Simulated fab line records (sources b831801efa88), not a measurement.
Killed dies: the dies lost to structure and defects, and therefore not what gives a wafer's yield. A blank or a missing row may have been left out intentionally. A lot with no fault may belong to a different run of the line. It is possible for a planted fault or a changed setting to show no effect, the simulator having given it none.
What tool caused it? + flow gf180mcu + 13 lots, 39 wafers sampled, at 4 steps of a route of 602

WHAT THE GAUGES READ, wafer by wafer
GF_LVPWELL_OVL_MEAS_07. Usual: LVPWELL_OVL -0.1 nm, standard deviation 1.2.
| lot  | measured    | on         | LVPWELL_OVL (nm) | flag |
|------|-------------|------------|------------------|------|
| L211 | day 4 02:55 | overlay-01 | -1.7 -0.5 -3.1   |      |
| L212 | day 4 07:53 | overlay-02 | -1.3 0.0 -0.1    |      |
| L213 | day 4 15:23 | overlay-02 | -1.2 -2.2 0.4    |      |
| L216 | day 5 08:19 | overlay-02 | - - -            | OFF  |
| L217 | day 5 14:40 | overlay-02 | - - -            | OFF  |
| L218 | day 5 20:43 | overlay-02 | - - -            | OFF  |
| L227 | day 7 21:59 | overlay-02 | 2.3 -1.6 -0.2    |      |
| L228 | day 8 02:10 | overlay-02 | -0.3 -2.3 -1.4   |      |
| L229 | day 8 07:16 | overlay-01 | -1.1 -1.1 -0.9   |      |
| L230 | day 8 16:34 | overlay-01 | -0.7 0.3 -1.6    |      |
| L231 | day 8 19:50 | overlay-02 | -1.0 -0.9 -0.1   |      |
| L232 | day 8 23:25 | overlay-01 | -0.8 0.6 -1.6    |      |
| L233 | day 9 06:47 | overlay-02 | -0.4 -0.9 -0.8   |      |

GF_LVPWELL_TW_MEAS_11. Usual: LVPWELL_TW 560, standard deviation 5.3.
| lot  | measured    | on           | LVPWELL_TW  | flag |
|------|-------------|--------------|-------------|------|
| L211 | day 4 03:21 | filmMetro-03 | 564 562 563 |      |
| L212 | day 4 08:19 | filmMetro-01 | 565 565 563 |      |
| L213 | day 4 15:49 | filmMetro-04 | 556 556 552 |      |
| L216 | day 5 08:45 | filmMetro-04 | 30 30 30    | OFF  |
| L217 | day 5 15:05 | filmMetro-04 | 30 30 30    | OFF  |
| L218 | day 5 21:08 | filmMetro-03 | 30 30 30    | OFF  |
| L227 | day 7 22:25 | filmMetro-01 | 567 566 566 |      |
| L228 | day 8 02:37 | filmMetro-01 | 567 568 567 |      |
| L229 | day 8 07:41 | filmMetro-01 | 560 562 563 |      |
| L230 | day 8 16:59 | filmMetro-01 | 565 566 565 |      |
| L231 | day 8 20:16 | filmMetro-01 | 561 567 566 |      |
| L232 | day 8 23:52 | filmMetro-03 | 558 560 562 |      |
| L233 | day 9 07:13 | filmMetro-01 | 565 562 562 |      |

TOOL THAT RAN EACH LOT (tool first, then ch and the chambers of the sampled wafers, then the start)
| lot  | GF_STI_CMP_25                | GF_LVPWELL_DEVELOP_06           |
|------|------------------------------|---------------------------------|
| L211 | cmp-02 ch 2,3, day 2 10:10   | lithoTrack-04 ch 0, day 4 02:00 |
| L212 | cmp-02 ch 1,2,3, day 2 13:53 | lithoTrack-01 ch 0, day 4 07:00 |
| L213 | cmp-02 ch 1,2,3, day 2 19:59 | lithoTrack-03 ch 0, day 4 15:00 |
| L216 | cmp-02 ch 0,1, day 3 12:18   | lithoTrack-04 ch 0, day 5 08:00 |
| L217 | cmp-01 ch 0,1,3, day 3 18:04 | lithoTrack-04 ch 0, day 5 14:00 |
| L218 | cmp-01 ch 1,3, day 3 23:13   | lithoTrack-04 ch 0, day 5 20:00 |
| L227 | cmp-02 ch 0,2,3, day 5 21:04 | lithoTrack-03 ch 0, day 7 21:00 |
| L228 | cmp-01 ch 0,1,3, day 5 23:41 | lithoTrack-01 ch 0, day 8 02:00 |
| L229 | cmp-02 ch 0,1,2, day 6 05:51 | lithoTrack-04 ch 0, day 8 07:00 |
| L230 | cmp-02 ch 0,2,3, day 6 12:53 | lithoTrack-04 ch 0, day 8 16:00 |
| L231 | cmp-01 ch 0,2,3, day 6 16:39 | lithoTrack-01 ch 0, day 8 19:00 |
| L232 | cmp-01 ch 0,1,2, day 6 20:44 | lithoTrack-01 ch 0, day 8 23:00 |
| L233 | cmp-02 ch 0,1,3, day 7 02:26 | lithoTrack-01 ch 0, day 9 06:00 |
- GF_STI_CMP_25: polishes, stops on Si3N4, t overpolish 33 s, target thk 524.6 nm.
- GF_LVPWELL_DEVELOP_06: develop time 60 s.

AS READ BY THE TOOLS THEMSELVES (means over the sampled wafers that have a number; for cases with no such wafer, the mark the record gives instead)
GF_STI_CMP_25. Usual: headPressurePsi 4.000 psi, standard deviation 0.009; motorCurrentA 12.1 A, standard deviation 1; overpolishRunS 33.000 s, standard deviation 0.0094; timeToEndpointS 124 s, standard deviation 4.9.
| lot  | tool   | headPressurePsi (psi) | motorCurrentA (A) | overpolishRunS (s) | timeToEndpointS (s) | flag |
|------|--------|-----------------------|-------------------|--------------------|---------------------|------|
| L211 | cmp-02 | 3.999                 | 12.3              | 33.005             | 119                 |      |
| L212 | cmp-02 | 4.001                 | 12.4              | 32.998             | 119                 |      |
| L213 | cmp-02 | 3.998                 | 12.4              | 32.997             | 118                 |      |
| L216 | cmp-02 | 3.996                 | 11.6              | 32.995             | 126                 |      |
| L217 | cmp-01 | 3.996                 | 11.6              | 33.001             | 127                 |      |
| L218 | cmp-01 | 4.005                 | 12.6              | 33.010             | 127                 |      |
| L227 | cmp-02 | 4.004                 | 12.2              | 33.004             | 120                 |      |
| L228 | cmp-01 | 4.004                 | 11.6              | 33.003             | 130                 |      |
| L229 | cmp-02 | 4.007                 | 11.7              | 33.001             | 122                 |      |
| L230 | cmp-02 | 4.012                 | 12.4              | 32.999             | 124                 |      |
| L231 | cmp-01 | 3.990                 | 12.5              | 33.004             | 130                 |      |
| L232 | cmp-01 | 4.005                 | 11.3              | 32.993             | 127                 |      |
| L233 | cmp-02 | 3.991                 | 12.2              | 33.010             | 125                 |      |

THE ANSWER, worked out from the rows above alone
Rule: take the mean of a lot's wafers that have a number; if it is more than 3 standard deviations from the usual mean, the lot is off. Also off: a lot with no number at a reading for which 4 or more lots have one. The other lots that the step has rows for count as sound. First the gauges in route order, then the tools' own readings, where a lot's mean is used as printed above. At the first step where some lot is off, the reading lying furthest off is the one used; lots without a number count as furthest.
Off: L216, L217, L218, at GF_LVPWELL_OVL_MEAS_07 (LVPWELL_OVL). Without a number there: L216, L217, L218.
If a tool, at a process step before that reading, ran all the lots that are off and no sound lot after the first of them, it fits. Not tried: the gauges at GF_LVPWELL_OVL_MEAS_07; whatever is off there is also off at GF_LVPWELL_TW_MEAS_11, on other tools, and gauge error can't account for it. Of those tried, none fits.

WHAT THE SIMULATOR HAD PUT IN
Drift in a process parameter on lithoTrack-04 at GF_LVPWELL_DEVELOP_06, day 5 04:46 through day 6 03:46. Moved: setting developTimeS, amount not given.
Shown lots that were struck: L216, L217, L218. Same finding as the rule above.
